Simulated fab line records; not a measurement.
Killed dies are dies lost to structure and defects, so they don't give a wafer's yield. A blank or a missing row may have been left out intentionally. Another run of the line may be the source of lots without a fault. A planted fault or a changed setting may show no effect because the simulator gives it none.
Chamber matching ; flow sky130 ; rie-diel-01 running SKY_CONTACT_ETCH_16: 4 sister chambers
The step etches BARC in N2/H2, stops on SiO2, time 45.9 s, target depth 60 nm. 4 wafers are shown with their chamber, then 7 later ones without.

== WAFERS PAIRED WITH THEIR CHAMBERS ==
wafer;chamber;drypump-motor-current-A (A)
L300.5;1;5.6
L300.6;2;5.9
L311.3;3;5.9
L311.4;0;6.1

== WAFERS WITHOUT THEIR CHAMBER ==
wafer;drypump-motor-current-A (A)
L311.6;6.2
L310.1;5.9
L310.2;5.6
L310.5;6.0
L316.3;6.0
L316.4;6.1
L316.6;5.5

== WHICH CHAMBER EACH ONE RAN IN ==
wafer;from the rows above;in truth
L311.6;0;0
L310.1;can't be placed: 2 or 3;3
L310.2;1;1
L310.5;can't be placed: 0 or 2 or 3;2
L316.3;can't be placed: 0 or 2 or 3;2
L316.4;0;0
L316.6;1;1
Correctly placed: 4 of 7. From these rows, 3 cannot be placed; in 3 the true chamber is one of the candidates. Placed wrongly: 0.
How it was worked out, from the rows above alone: a wafer's distance from a chamber is the root of the sum, over the readings, of the square of ((its reading less the chamber's mean) divided by the reading's scatter). If the next closest chamber is less than 2 further off than the closest, the wafer can't be placed; otherwise it belongs to the closest. A chamber's mean is the mean of its shown wafers. The scatter (one wafer shown for each chamber): square how far every hidden wafer sits from the nearest shown wafer, average those squares and take the square root.
